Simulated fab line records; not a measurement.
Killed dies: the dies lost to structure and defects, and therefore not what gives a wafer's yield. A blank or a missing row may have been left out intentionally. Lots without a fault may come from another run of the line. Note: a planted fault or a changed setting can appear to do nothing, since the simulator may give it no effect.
Problem report in the 8D (eight disciplines) form, filled by code | flow sfqLine | the parts of the form that need people (team, actions taken, sign-off) are left out

## 1. PROBLEM STATEMENT
At SFQ_TRILAYER_I4_VIA_LITHO_EXPOSE_104, exposureDoseMJCm2 averages 20.596 over 9 wafers from 3 lots, while fault-free wafers read 21.300, standard deviation 0.019. Relative to the usual mean, that is a shift of -37 standard deviations.
The step: exposes mask I4, target cd 700 nm.
The first sign was on wafer L371.2 at day 60 00:11, on krfScanner-01. Wafers with a number at this step in the record: 21, from 7 lots. By rule, "out" or "out of limits" means more than 4 standard deviations away from the usual mean. All remaining wafers that have a number are taken as sound.

## 2. WHAT IT IS AND WHAT IT IS NOT
question                    | is                     | is not
which readings at this step | exposureDoseMJCm2      | -
which lots                  | L371, L378, L379       | L368, L369, L385, L386
which wafers of those lots  | all that have a number | -
read on which tools         | krfScanner-01          | krfScanner-02
when                        | from day 60 00:11      | up to then (6 sound wafers); but 6 sound wafers of L385, L386 came after

## 3. SUSPECTS, AND WHAT RULES EACH OUT
Counting: any tool at a process step up to the reading is kept as a suspect provided that every lot that is out went through it and no sound lot did after the first of them.
- krfScanner-01 at SFQ_TRILAYER_I4_VIA_LITHO_EXPOSE_104 (exposes mask I4, target cd 700 nm): kept. It processed each lot that is out, first L371 at day 60 00:11, and no sound lot thereafter; up to then, the last sound lot it processed was L369 at day 59 14:47. Out on those wafers are its own readings of exposureDoseMJCm2.
The count leaves krfScanner-01 at SFQ_TRILAYER_I4_VIA_LITHO_EXPOSE_104.

## 4. THE CAUSE (what the simulator had put in)
Process parameter drift: krfScanner-01, from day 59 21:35 on, at SFQ_TRILAYER_I4_VIA_LITHO_EXPOSE_104. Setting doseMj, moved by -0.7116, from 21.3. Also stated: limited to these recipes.
Counting left only this tool.

## 5. SEQUENCE OF EFFECTS, ordered by route
Each row: a reading whose mean over the struck wafers that have a number lies more than 3 standard deviations from the usual. Readings are gone through only where the record gives a usual standard deviation; hours: the median, over the lots, of the time from a lot's start at the first step in this table giving one to that lot's start at this step; sigmas: the change measured in usual standard deviations.
hours | step                                 | reading           | usual  | on struck wafers | change | sigmas
0     | SFQ_TRILAYER_I4_VIA_LITHO_EXPOSE_104 | exposureDoseMJCm2 | 21.300 | 20.596           | -0.704 | -37
It contains these process steps:
- SFQ_TRILAYER_I4_VIA_LITHO_EXPOSE_104: exposes mask I4, target cd 700 nm.
Later steps that measure or inspect, where all struck wafers having a row at the step show a number for every such reading and not one has moved that far: SFQ_I4_OVL_MEAS_928.

## 6. HOW IT WOULD HAVE BEEN CAUGHT EARLIER
3 hours passed between the start of the fault at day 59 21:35 and the first reading out of limits in this record, taken at day 60 00:11.
